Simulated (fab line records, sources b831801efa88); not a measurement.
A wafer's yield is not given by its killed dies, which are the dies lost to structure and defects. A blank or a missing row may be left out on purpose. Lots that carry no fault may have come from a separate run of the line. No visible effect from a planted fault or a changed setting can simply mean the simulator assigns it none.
Chamber matching	flow gf180mcu	GF_PASSIVATION_CVD_02 on pecvd-01 has 3 sister chambers
The step deposits Si3N4, target thk 700 nm, time 486.18 s. 5 wafers are shown with their chamber, then 7 later ones without.

## EACH WAFER AND ITS CHAMBER
wafer	chamber	heater power w (W)
L450.1	1	660
L450.3	2	624
L452.4	1	808
L455.1	0	817
L455.5	0	859

## WAFERS MISSING THEIR CHAMBER
wafer	heater power w (W)
L455.6	725
L464.2	882
L464.5	708
L464.6	716
L466.1	595
L466.5	868
L466.6	629

## WHICH CHAMBER EACH ONE RAN IN
wafer	from the rows above	in truth
L455.6	can't be placed: 1 or 2 or 0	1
L464.2	can't be placed: 0 or 1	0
L464.5	can't be placed: 1 or 2 or 0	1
L464.6	can't be placed: 1 or 2 or 0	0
L466.1	can't be placed: 2 or 1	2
L466.5	can't be placed: 0 or 1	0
L466.6	can't be placed: 2 or 1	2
Correctly placed: 0 of 7. These rows do not allow placing 7 (true chamber among the candidates in 7). 0 placed wrongly.
How it was worked out, from the rows above alone: a wafer's distance from a chamber is the root of the sum, over the readings, of the square of ((its reading less the chamber's mean) divided by the reading's scatter). The wafer belongs to the nearest chamber; if the next one is less than 2 further off, it can't be placed. Each chamber's mean is taken over the wafers shown for it. The scatter is the square root of a quotient: the sum, over the shown wafers, of each reading's squared deviation from its chamber's mean, divided by wafers minus chambers.
